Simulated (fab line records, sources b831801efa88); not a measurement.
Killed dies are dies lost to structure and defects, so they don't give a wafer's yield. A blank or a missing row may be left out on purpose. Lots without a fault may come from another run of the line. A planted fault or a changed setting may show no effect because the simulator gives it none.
fab line records | flow sky130
record lots=11 wafers=33 last_day=50
route steps=708 shown LDD_LDN@302 LOCAL_INTERCONNECT@388 CONTACT@420 PASSIVATION@683 PAD_OPEN@708
lots that met no fault: from a run of the same line without faults
start_h: hours from the record's first day to the start of the lot's first wafer shown | wait_h: hours since the lot's step before | " the same as in the row above | L1.1+2: a row that stands for several wafers | - no value, or no start given | * or withheld: withheld | < > ~ a bound
route shown NAME@n: a module of which the file shows steps, and the number in the route of the first | usual: mean/standard deviation of fault-free wafers | same: alike in all rows | chamber/n: place in a boat | sites: the reading at each site | _std_site: their standard deviation | _edge_site: outer sites' mean less inner sites' | radius_mm: how far each site lies from the wafer's centre | mask NAME#n: copy n | behind: the tool/chamber that last shaped the wafer | hold: why the lot was held/for how many hours/how that ended | device: the transistor (n, p or np) that didn't switch | end of line: the same wafers' tests at the end of the route | a step without rows: its recipe alone | killed: dies lost to structure and defects at the first sort, not the wafer's yield | map: a wafer's dies, x killed, . not, _ none there
set.NAME: the setting as run; set.NAME@STEP: as run at that earlier step | model.NAME: the simulator's own value behind a step, which no gauge read
steps of the route over a sample of lots; a table a step, a row a wafer
services: from which hour (start_h, from the record's first day; less than 0 if before it) a tool's chamber was out of use, for how many hours, and why
## steps
# step SKY_LDD_LDN_TW_MEAS_13
# usual LDD_LDN_TW=1471/8.9
# columns lot.wafer tool chamber start_h wait_h LDD_LDN_TW
L905.1 film_metro-03 - 522.42 0.1 1480
L905.4 " - " " 1473
L905.6 " - " " 1476
L906.1 film_metro-01 - 531.51 0.1 1469
L906.4 " - " " 1466
L906.5 " - " " 1471
L908.2 film_metro-04 - 549.00 0.1 1472
L908.3 " - " " 1470
L908.5 " - " " 1478
L910.2 film_metro-01 - 572.65 0.1 1463
L910.3 " - " " 1461
L910.5 " - " " 1467
L912.2 film_metro-03 - 586.83 0.1 1488
L912.3 " - " " 1485
L912.4 " - " " 1484
L920.4 film_metro-01 - 669.00 0.1 1473
L920.5 " - " " 1474
L920.6 " - " " 1466
L923.2 film_metro-04 - 684.78 0.1 1464
L923.4 " - " " 1459
L923.6 " - " " 1462
L922.2 film_metro-03 - 689.10 0.1 1489
L922.3 " - " " 1487
L922.6 " - " " 1484
L924.1 film_metro-01 - 697.44 0.1 1475
L924.5 " - " " 1467
L924.6 " - " " 1472
L927.1 film_metro-01 - 712.52 0.1 1471
L927.3 " - " " 1465
L927.4 " - " " 1472
L928.2 film_metro-01 - 715.25 0.1 1478
L928.5 " - " " 1467
L928.6 " - " " 1471
# step SKY_LOCAL_INTERCONNECT_RS_MEAS_01
# recipe thk_meas_gauge=four-point-probe reads=TiN_of_LOCAL_INTERCONNECT_SPUTTER_00
# usual LOCAL_INTERCONNECT_TIN_RS=14.14/0.16
# columns lot.wafer tool chamber start_h wait_h LOCAL_INTERCONNECT_TIN_RS[ohm/sq]
L905.1 film_metro-01 - 674.71 0.0 14.17
L905.4 " - " " 14.20
L905.6 " - " " 14.15
L906.1 film_metro-01 - 683.63 0.0 14.28
L906.4 " - " " 14.45
L906.5 " - " " 14.47
L908.2 film_metro-03 - 698.52 0.1 14.20
L908.3 " - " " 14.18
L908.5 " - " " 14.24
L910.2 film_metro-03 - 720.31 0.1 14.16
L910.3 " - " " 14.24
L910.5 " - " " 14.00
L912.2 film_metro-02 - 733.19 0.1 14.13
L912.3 " - " " 14.04
L912.4 " - " " 14.16
L920.4 film_metro-01 - 810.97 0.1 14.42
L920.5 " - " " 14.34
L920.6 " - " " 14.32
L923.2 film_metro-01 - 826.08 0.1 13.76
L923.4 " - " " 13.64
L923.6 " - " " 13.68
L922.2 film_metro-01 - 830.15 0.1 14.06
L922.3 " - " " 14.08
L922.6 " - " " 14.08
L924.1 film_metro-02 - 837.39 0.0 14.22
L924.5 " - " " 14.19
L924.6 " - " " 14.31
L927.1 film_metro-01 - 849.66 0.0 13.94
L927.3 " - " " 13.86
L927.4 " - " " 13.90
L928.2 film_metro-01 - 855.06 0.1 14.19
L928.5 " - " " 14.14
L928.6 " - " " 14.24
# step SKY_CONTACT_CD_MEAS_14
# recipe target_cd_nm=170
# usual cd_nm=170.2/1.5
# columns lot.wafer tool chamber start_h wait_h cd_nm
L905.1 cd_sem-02 - 731.65 - 168.9
L905.4 " - " " 169.2
L905.6 " - " " 170.0
L906.1 cd_sem-02 - 740.38 - 170.7
L906.4 " - " " 171.1
L906.5 " - " " 171.5
L908.2 cd_sem-01 - 755.59 - 171.7
L908.3 " - " " 171.7
L908.5 " - " " 171.9
L910.2 cd_sem-01 - 776.62 - 168.6
L910.3 " - " " 169.9
L910.5 " - " " 167.9
L912.2 cd_sem-01 - 788.02 - 168.9
L912.3 " - " " 167.9
L912.4 " - " " 168.8
L920.4 cd_sem-01 - 865.48 - 168.8
L920.5 " - " " 171.1
L920.6 " - " " 169.8
L923.2 cd_sem-01 - 878.65 - 167.8
L923.4 " - " " 168.6
L923.6 " - " " 167.5
L922.2 cd_sem-02 - 883.20 - 170.4
L922.3 " - " " 170.9
L922.6 " - " " 169.4
L924.1 cd_sem-01 - 890.67 - 170.7
L924.5 " - " " 170.3
L924.6 " - " " 169.6
L927.1 cd_sem-02 - 903.60 - 169.2
L927.3 " - " " 168.9
L927.4 " - " " 168.7
L928.2 cd_sem-02 - 908.95 - 171.1
L928.5 " - " " 171.9
L928.6 " - " " 171.7
# step SKY_PASSIVATION_CVD_02
# recipe material=Si3N4 target_thk_nm=540 temp_c=400 time_s=withheld rf_w=450
# usual heater_power_w=693/86
# columns lot.wafer tool chamber start_h wait_h heater_power_w
L905.1 pecvd-04 1 1026.54 0.1 614
L905.4 " 1 " " 641
L905.6 " 2 " " 692
L906.1 pecvd-03 2 1035.36 0.1 592
L906.4 " 2 " " 625
L906.5 " 0 " " 736
L908.2 pecvd-04 2 1047.46 0.0 669
L908.3 " 1 " " 602
L908.5 " 0 " " 770
L910.2 pecvd-04 2 1064.29 0.0 671
L910.3 " 1 " " 639
L910.5 " 0 " " 850
L912.2 pecvd-04 0 1074.82 0.0 852
L912.3 " 1 " " 627
L912.4 " 1 " " 637
L920.4 pecvd-04 1 1134.72 0.1 605
L920.5 " 2 " " 668
L920.6 " 0 " " 694
L923.2 pecvd-04 2 1143.58 0.0 664
L923.4 " 1 " " 652
L923.6 " 0 " " 870
L922.2 pecvd-04 1 1146.36 0.0 620
L922.3 " 2 " " 671
L922.6 " 0 " " 866
L924.1 pecvd-03 1 1150.59 0.1 817
L924.5 " 0 " " 677
L924.6 " 1 " " 717
L927.1 pecvd-04 1 1162.06 0.1 636
L927.3 " 0 " " 845
L927.4 " 2 " " 704
L928.2 pecvd-03 1 1164.72 0.0 818
L928.5 " 1 " " 679
L928.6 " 0 " " 631
# step SKY_PASSIVATION_THK_MEAS_03
# recipe reads=Si3N4_of_PASSIVATION_CVD_02
# usual PASSIVATION_CVD_02_THK=539/6.5
# columns lot.wafer tool chamber start_h wait_h hold PASSIVATION_CVD_02_THK[nm]
L905.1 film_metro-02 - 1026.76 - - 546
L905.4 " - " " - 551
L905.6 " - " " - 558
L906.1 film_metro-02 - 1035.58 - - 541
L906.4 " - " " - 543
L906.5 " - " " - 549
L908.2 film_metro-02 - 1047.69 - - 533
L908.3 " - " " - 534
L908.5 " - " " - 540
L910.2 film_metro-02 - 1064.52 - await_dispo/0.2h/release 529
L910.3 " - " " await_dispo/0.2h/release 842
L910.5 " - " " await_dispo/0.2h/release 535
L910.2 film_metro-02 - 1064.75 0.2 - 529
L910.3 " - " " - 841
L910.5 " - " " - 535
L912.2 film_metro-04 - 1075.06 - await_dispo/0.2h/release 536
L912.3 " - " " await_dispo/0.2h/release 844
L912.4 " - " " await_dispo/0.2h/release 855
L912.2 film_metro-04 - 1075.29 0.2 - 536
L912.3 " - " " - 845
L912.4 " - " " - 854
L920.4 film_metro-02 - 1134.86 - - 542
L920.5 " - " " - 544
L920.6 " - " " - 540
L923.2 film_metro-02 - 1143.82 - - 535
L923.4 " - " " - 551
L923.6 " - " " - 544
L922.2 film_metro-03 - 1146.59 - - 541
L922.3 " - " " - 539
L922.6 " - " " - 550
L924.1 film_metro-03 - 1150.93 - - 529
L924.5 " - " " - 533
L924.6 " - " " - 527
L927.1 film_metro-02 - 1162.29 - - 538
L927.3 " - " " - 538
L927.4 " - " " - 543
L928.2 film_metro-04 - 1164.96 - - 530
L928.5 " - " " - 536
L928.6 " - " " - 545
# step SKY_PASSIVATION_ETCH_11
# recipe chemistry=CF4/O2 target_depth_nm=725 stop_on=AlCu source_w=800 bias_w=150 pressure_mtorr=150 cf4_flow_sccm=80 O2_flow_sccm=10 time_s=161.1
# usual drypump_motor_current_A=5.64/0.29 oes_product_au=0.977/0.0072 throttle_valve_pct=5.964/0.009
# columns lot.wafer tool chamber start_h wait_h drypump_motor_current_A oes_product_au rf_hours_counter_h throttle_valve_pct
L905.1 rie_diel-01 3 1048.53 - 5.44 0.973 11 5.945
L905.4 " 1 " " 5.75 0.976 4 5.968
L905.6 " 3 " " 5.47 0.993 - 5.956
L906.1 rie_diel-01 0 1057.20 - 5.97 0.979 5 5.954
L906.4 " 2 " " 5.66 0.974 10 5.956
L906.5 " 3 " " 5.47 0.982 - 5.973
L908.2 rie_diel-03 1 1068.95 - 5.35 0.980 24 5.971
L908.3 " 0 " " 5.74 0.968 21 5.976
L908.5 " 0 " " 5.74 0.974 - 5.976
L910.2 rie_diel-03 2 1085.60 - 5.50 0.964 19 5.961
L910.3 " 1 " " 5.40 0.993 24 5.962
L910.5 " 0 " " 5.74 0.972 - 5.971
L912.2 rie_diel-03 1 1095.37 - 5.37 0.979 25 5.950
L912.3 " 0 " " 5.75 1.010 22 5.980
L912.4 " 3 " " 5.58 0.999 32 5.960
L920.4 rie_diel-01 2 1153.40 - 5.66 0.986 13 5.962
L920.5 " 3 " " 5.47 0.982 - 5.960
L920.6 " 2 " " 5.68 0.982 - 5.970
L923.2 rie_diel-01 0 1161.22 - 6.01 0.968 9 5.949
L923.4 " 3 " " 5.45 0.987 14 5.969
L923.6 " 1 " " 5.76 0.988 - 5.950
L922.2 rie_diel-04 3 1164.10 - 5.35 0.982 12 5.958
L922.3 " 1 " " 6.15 0.982 21 5.944
L922.6 " 0 " " 5.94 0.995 - 5.960
L924.1 rie_diel-04 3 1168.13 - 5.38 0.965 12 5.983
L924.5 " 0 " " 5.92 0.972 - 5.959
L924.6 " 3 " " 5.35 0.964 - 5.951
L927.1 rie_diel-04 0 1179.12 - 5.90 0.970 19 5.969
L927.3 " 2 " " 5.10 0.979 24 5.967
L927.4 " 1 " " 6.16 0.978 22 5.971
L928.2 rie_diel-03 1 1181.62 - 5.37 0.982 28 5.974
L928.5 " 1 " " 5.40 0.978 - 5.972
L928.6 " 0 " " 5.74 0.986 - 5.963
# step SKY_PAD_OPEN_PROBE_99
# usual defect_limited_yield=82.8/1.8 killed_at_M0_to_M3=42/6.4 killed_at_M4_up=3.0/2 killed_at_contacts=24/5.2 killed_at_front_end=14/4.2 killed_at_other=0.4/0.72 killed_dies=84/9 killed_open=46/6.6 killed_short=38/6
# same gross_dies=492 killed_at_back_side=0
# columns lot.wafer tool chamber start_h wait_h hold defect_limited_yield[%] killed_at_M0_to_M3 killed_at_M4_up killed_at_contacts killed_at_front_end killed_at_other killed_dies killed_open killed_short
L905.1 prober-01 - 1072.28 0.1 - 82.1 45 2 25 16 0 88 55 33
L905.4 prober-01 - 1072.43 0.2 - 84.6 38 3 14 20 1 76 40 36
L905.6 prober-01 - 1072.53 0.2 - 83.7 35 2 24 19 0 80 41 38
L906.1 prober-02 - 1081.15 0.1 - 83.7 34 2 28 15 1 80 47 32
L906.4 prober-02 - 1081.30 0.2 - 87.4 36 2 17 7 0 62 37 25
L906.5 prober-02 - 1081.35 0.2 - 81.3 44 1 26 21 0 92 54 37
L908.2 prober-02 - 1092.30 0.1 - 81.3 51 3 24 14 0 92 41 51
L908.3 prober-02 - 1092.35 0.2 - 81.3 41 0 27 24 0 92 60 32
L908.5 prober-02 - 1092.45 0.2 - 83.7 46 6 22 6 0 80 38 42
L910.2 prober-02 - 1112.23 3.0 await_dispo/2.8h/release 83.9 35 2 29 13 0 79 45 34
L910.3 prober-02 - 1112.28 3.0 await_dispo/2.8h/release 85.2 44 2 20 7 0 73 38 35
L910.5 prober-02 - 1112.38 3.1 await_dispo/2.8h/release 81.1 52 2 24 14 1 93 48 45
L912.2 prober-02 - 1118.31 0.1 - 82.5 39 2 29 16 0 86 45 40
L912.3 prober-02 - 1118.36 0.2 - 85.8 39 1 17 13 0 70 43 27
L912.4 prober-02 - 1118.41 0.2 - 83.7 41 3 20 16 0 80 35 45
L920.4 prober-02 - 1172.66 0.2 - 80.3 37 3 39 18 0 97 55 41
L920.5 prober-02 - 1172.71 0.2 - 83.9 43 2 18 15 1 79 48 31
L920.6 prober-02 - 1172.76 0.2 - 80.1 52 4 24 17 1 98 49 49
L923.2 prober-01 - 1181.05 0.1 - 82.5 42 4 22 18 0 86 43 41
L923.4 prober-01 - 1181.15 0.2 - 79.1 53 3 31 16 0 103 57 43
L923.6 prober-01 - 1181.25 0.2 - 80.5 50 6 22 17 1 96 50 44
L922.2 prober-02 - 1183.63 0.1 - 84.3 53 1 12 10 1 77 35 42
L922.3 prober-02 - 1183.68 0.2 - 85.2 40 2 24 6 1 73 36 37
L922.6 prober-02 - 1183.83 0.2 - 82.7 38 6 28 12 1 85 45 39
L924.1 prober-01 - 1187.71 0.1 - 82.5 40 2 22 21 1 86 53 33
L924.5 prober-01 - 1187.91 0.2 - 83.9 43 2 19 14 1 79 45 34
L924.6 prober-01 - 1187.96 0.2 - 82.9 40 3 25 15 1 84 38 46
L927.1 prober-02 - 1197.32 0.1 - 83.3 42 1 25 14 0 82 43 39
L927.3 prober-02 - 1197.42 0.2 - 80.9 45 6 35 8 0 94 51 42
L927.4 prober-02 - 1197.47 0.2 - 78.9 48 2 30 24 0 104 59 45
L928.2 prober-01 - 1200.24 0.1 - 82.9 42 1 25 14 2 84 43 39
L928.5 prober-01 - 1200.39 0.2 - 82.9 39 1 23 17 4 84 41 39
L928.6 prober-01 - 1200.44 0.2 - 81.5 49 3 25 10 4 91 48 40
# killed by level:class
L905.1 LI_CONTACT:geometric_particle:open=10 VIA1:geometric_particle:open=10 VIA3:geometric_particle:open=9 CONTACT:geometric_particle:open=7 METAL1:geometric_particle:short=6 FIELD_ISO:geometric_particle:open=4 FIELD_ISO:geometric_particle:short=4 CONTACT:geometric_particle:short=4
L905.4 METAL1:geometric_particle:short=10 VIA1:geometric_particle:open=9 POLY_GATE:geometric_particle:open=5 LI_CONTACT:geometric_particle:open=5 VIA2:geometric_particle:open=5 FIELD_ISO:geometric_particle:open=4 FIELD_ISO:geometric_particle:short=3 POLY_GATE:geometric_particle:short=3
L905.6 VIA1:geometric_particle:open=8 CONTACT:geometric_particle:open=8 LOCAL_INTERCONNECT:geometric_particle:short=6 VIA1:geometric_particle:short=6 VIA3:geometric_particle:open=6 FIELD_ISO:geometric_particle:open=5 POLY_GATE:geometric_particle:short=5 FIELD_ISO:geometric_particle:short=4
L906.1 CONTACT:geometric_particle:open=11 LI_CONTACT:geometric_particle:open=8 VIA1:geometric_particle:open=8 METAL2:geometric_particle:short=6 VIA3:geometric_particle:open=6 LI_CONTACT:geometric_particle:short=5 POLY_GATE:geometric_particle:short=4 VIA3:geometric_particle:short=4
L906.4 VIA1:geometric_particle:open=11 CONTACT:geometric_particle:open=8 VIA3:geometric_particle:open=8 VIA1:geometric_particle:short=5 POLY_GATE:geometric_particle:open=3 LI_CONTACT:geometric_particle:short=3 CONTACT:geometric_particle:short=3 VIA3:geometric_particle:short=3
L906.5 VIA1:geometric_particle:open=17 LI_CONTACT:geometric_particle:open=10 CONTACT:geometric_particle:open=8 VIA1:geometric_particle:short=7 FIELD_ISO:geometric_particle:short=6 VIA3:geometric_particle:open=6 METAL2:geometric_particle:short=5 FIELD_ISO:geometric_particle:open=4
L908.2 VIA1:geometric_particle:open=8 LI_CONTACT:geometric_particle:open=7 CONTACT:geometric_particle:open=7 VIA1:geometric_particle:short=7 VIA3:geometric_particle:open=7 METAL2:geometric_particle:short=6 LOCAL_INTERCONNECT:geometric_particle:short=5 METAL1:geometric_particle:short=5
L908.3 POLY_GATE:geometric_particle:open=11 VIA1:geometric_particle:open=11 LI_CONTACT:geometric_particle:open=8 CONTACT:geometric_particle:open=8 METAL2:geometric_particle:short=7 FIELD_ISO:geometric_particle:short=6 METAL2:geometric_particle:open=6 VIA2:geometric_particle:open=6
L908.5 CONTACT:geometric_particle:open=10 METAL1:geometric_particle:short=8 VIA3:geometric_particle:open=8 VIA1:geometric_particle:open=6 METAL2:geometric_particle:short=6 LOCAL_INTERCONNECT:geometric_particle:short=5 VIA2:geometric_particle:short=5 VIA2:geometric_particle:open=5
L910.2 VIA1:geometric_particle:open=10 CONTACT:geometric_particle:open=9 LOCAL_INTERCONNECT:geometric_particle:short=7 VIA1:geometric_particle:short=6 LI_CONTACT:geometric_particle:open=5 VIA2:geometric_particle:open=5 LI_CONTACT:geometric_particle:short=4 VIA2:geometric_particle:short=4
L910.3 CONTACT:geometric_particle:open=6 VIA1:geometric_particle:open=6 VIA1:geometric_particle:short=6 VIA2:geometric_particle:open=6 LI_CONTACT:geometric_particle:open=5 METAL1:geometric_particle:short=5 VIA2:geometric_particle:short=5 LOCAL_INTERCONNECT:geometric_particle:short=4
L910.5 CONTACT:geometric_particle:open=9 VIA3:geometric_particle:open=8 VIA1:geometric_particle:open=7 VIA2:geometric_particle:open=7 METAL1:geometric_particle:short=6 VIA1:geometric_particle:short=6 LI_CONTACT:geometric_particle:open=5 LOCAL_INTERCONNECT:geometric_particle:short=5
L912.2 CONTACT:geometric_particle:open=11 VIA1:geometric_particle:open=7 LI_CONTACT:geometric_particle:open=7 CONTACT:geometric_particle:short=7 METAL1:geometric_particle:short=6 FIELD_ISO:geometric_particle:open=4 METAL2:geometric_particle:short=4 VIA1:geometric_particle:short=4
L912.3 CONTACT:geometric_particle:open=11 VIA1:geometric_particle:open=11 METAL2:geometric_particle:short=8 FIELD_ISO:geometric_particle:open=4 METAL1:geometric_particle:short=4 VIA1:geometric_particle:short=4 VIA3:geometric_particle:open=4 POLY_GATE:geometric_particle:open=3
L912.4 VIA1:geometric_particle:open=10 METAL2:geometric_particle:short=8 FIELD_ISO:geometric_particle:short=6 CONTACT:geometric_particle:open=6 VIA2:geometric_particle:open=6 POLY_GATE:geometric_particle:short=5 VIA3:geometric_particle:short=5 LI_CONTACT:geometric_particle:open=4
L920.4 CONTACT:geometric_particle:open=16 VIA1:geometric_particle:open=14 LI_CONTACT:geometric_particle:short=7 LOCAL_INTERCONNECT:geometric_particle:short=7 VIA2:geometric_particle:open=6 LI_CONTACT:geometric_particle:open=5 FIELD_ISO:geometric_particle:short=4 POLY_GATE:geometric_particle:short=4
L920.5 VIA2:geometric_particle:open=11 VIA1:geometric_particle:open=9 VIA3:geometric_particle:open=8 CONTACT:geometric_particle:open=6 FIELD_ISO:geometric_particle:short=5 VIA1:geometric_particle:short=5 CONTACT:geometric_particle:short=4 LI_CONTACT:geometric_particle:open=4
L920.6 VIA1:geometric_particle:open=11 METAL2:geometric_particle:short=9 FIELD_ISO:geometric_particle:short=8 LI_CONTACT:geometric_particle:open=8 VIA2:geometric_particle:open=7 VIA1:geometric_particle:short=6 CONTACT:geometric_particle:short=5 POLY_GATE:geometric_particle:open=4
L923.2 VIA1:geometric_particle:open=11 VIA1:geometric_particle:short=8 CONTACT:geometric_particle:short=7 CONTACT:geometric_particle:open=7 VIA3:geometric_particle:open=7 FIELD_ISO:geometric_particle:short=5 POLY_GATE:geometric_particle:open=5 VIA3:geometric_particle:short=5
L923.4 CONTACT:geometric_particle:open=12 VIA1:geometric_particle:open=11 METAL2:geometric_particle:short=9 LI_CONTACT:geometric_particle:open=7 VIA2:geometric_particle:open=7 VIA3:geometric_particle:open=7 POLY_GATE:geometric_particle:short=5 LOCAL_INTERCONNECT:geometric_particle:short=5
L923.6 VIA1:geometric_particle:open=15 CONTACT:geometric_particle:open=10 VIA2:geometric_particle:open=8 FIELD_ISO:geometric_particle:short=7 METAL2:geometric_particle:short=7 VIA3:geometric_particle:open=7 METAL4:geometric_particle:short=5 VIA1:geometric_particle:short=5
L922.2 VIA1:geometric_particle:open=17 VIA1:geometric_particle:short=9 METAL2:geometric_particle:short=8 CONTACT:geometric_particle:short=5 METAL1:geometric_particle:short=4 CONTACT:geometric_particle:open=4 VIA2:geometric_particle:open=4 METAL3:geometric_particle:short=3
L922.3 METAL1:geometric_particle:short=10 LI_CONTACT:geometric_particle:open=8 CONTACT:geometric_particle:short=6 VIA1:geometric_particle:open=6 VIA3:geometric_particle:open=6 CONTACT:geometric_particle:open=5 METAL2:geometric_particle:short=5 VIA2:geometric_particle:short=4
L922.6 CONTACT:geometric_particle:open=9 LI_CONTACT:geometric_particle:open=6 CONTACT:geometric_particle:short=6 METAL2:geometric_particle:short=6 VIA3:geometric_particle:open=6 METAL1:geometric_particle:short=5 VIA1:geometric_particle:open=5 VIA2:geometric_particle:open=5
L924.1 VIA1:geometric_particle:open=10 CONTACT:geometric_particle:open=10 VIA2:geometric_particle:open=9 FIELD_ISO:geometric_particle:open=6 CONTACT:geometric_particle:short=5 METAL1:geometric_particle:short=5 VIA1:geometric_particle:short=5 VIA3:geometric_particle:open=4
L924.5 VIA1:geometric_particle:open=10 CONTACT:geometric_particle:open=9 METAL2:geometric_particle:short=7 VIA2:geometric_particle:open=6 POLY_GATE:geometric_particle:short=5 LI_CONTACT:geometric_particle:open=5 VIA3:geometric_particle:short=4 FIELD_ISO:geometric_particle:short=3
L924.6 VIA1:geometric_particle:open=10 LOCAL_INTERCONNECT:geometric_particle:short=9 METAL1:geometric_particle:short=8 VIA1:geometric_particle:short=6 POLY_GATE:geometric_particle:open=5 FIELD_ISO:geometric_particle:open=4 LI_CONTACT:geometric_particle:open=4 CONTACT:geometric_particle:short=4
L927.1 VIA1:geometric_particle:short=12 VIA1:geometric_particle:open=11 LI_CONTACT:geometric_particle:open=10 VIA3:geometric_particle:open=7 FIELD_ISO:geometric_particle:short=6 CONTACT:geometric_particle:open=6 LOCAL_INTERCONNECT:geometric_particle:short=5 METAL2:geometric_particle:short=4
L927.3 LI_CONTACT:geometric_particle:open=11 VIA3:geometric_particle:open=10 CONTACT:geometric_particle:open=9 VIA2:geometric_particle:open=8 CONTACT:geometric_particle:short=8 METAL1:geometric_particle:short=5 VIA3:geometric_particle:short=5 METAL4:geometric_particle:short=5
L927.4 LI_CONTACT:geometric_particle:open=12 VIA1:geometric_particle:open=10 FIELD_ISO:geometric_particle:open=9 CONTACT:geometric_particle:open=9 FIELD_ISO:geometric_particle:short=7 VIA2:geometric_particle:open=7 METAL2:geometric_particle:short=7 LOCAL_INTERCONNECT:geometric_particle:short=5
L928.2 VIA1:geometric_particle:open=15 CONTACT:geometric_particle:open=11 METAL2:geometric_particle:short=7 CONTACT:geometric_particle:short=7 POLY_GATE:geometric_particle:short=5 METAL1:geometric_particle:short=5 LI_CONTACT:geometric_particle:open=5 VIA3:geometric_particle:open=5
L928.5 VIA1:geometric_particle:open=11 POLY_GATE:geometric_particle:open=8 CONTACT:geometric_particle:open=8 CONTACT:geometric_particle:short=8 FIELD_ISO:geometric_particle:short=5 METAL3:geometric_particle:short=5 VIA1:geometric_particle:short=4 VIA2:geometric_particle:open=4
L928.6 CONTACT:geometric_particle:short=11 VIA2:geometric_particle:open=9 VIA3:geometric_particle:open=9 LI_CONTACT:geometric_particle:open=8 VIA1:geometric_particle:open=8 METAL2:geometric_particle:short=5 VIA1:geometric_particle:short=5 METAL3:geometric_particle:short=5
## services
# columns tool chamber start_h hours kind
pecvd-04 - 1016.28 1.1 repair
rie_diel-04 - 1041.71 1.4 repair
rie_diel-04 - 1046.15 0.9 repair
pecvd-03 - 1070.34 0.2 repair
pecvd-04 - 1080.37 1.1 repair
pecvd-04 - 1092.21 0.5 repair
rie_diel-03 3 1097.26 - clean
rie_diel-03 3 1097.26 18.6 scheduled_down
rie_diel-03 3 1097.26 18.6 vent_cycle
pecvd-03 1 1107.25 2.1 scheduled_down
pecvd-03 2 1125.24 6.5 repair
rie_diel-04 1 1125.33 20.9 repair
pecvd-03 - 1135.89 0.8 repair
pecvd-03 2 1136.38 12.4 repair
pecvd-03 2 1148.75 5.5 scheduled_down
pecvd-04 - 1170.81 2.8 pm
## key
first_sign step=SKY_PASSIVATION_THK_MEAS_03 reading=visit direction=added
effect step=SKY_PASSIVATION_THK_MEAS_03 reading=PASSIVATION_CVD_02_THK direction=up sigmas=47 usual=539 struck=847
effect step=SKY_PASSIVATION_ETCH_11 reading=oes_product_au direction=up sigmas=3.2 usual=0.977 struck=1.001
met_at SKY_PASSIVATION_CVD_02
struck_lots L910,L912
struck_wafers L910.3,L912.3,L912.4
not_acting_at SKY_LDD_LDN_TW_MEAS_13,SKY_LOCAL_INTERCONNECT_RS_MEAS_01,SKY_CONTACT_CD_MEAS_14
onset_between 1047.46 1064.29
fault kind=process_parameter_drift tool=pecvd-04 chamber=1 onset_h=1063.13 steps=SKY_PASSIVATION_CVD_02 channel=target_thk_nm offset=305.8 shape=step end_h=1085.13 acts_in=these_recipes_only stated=540
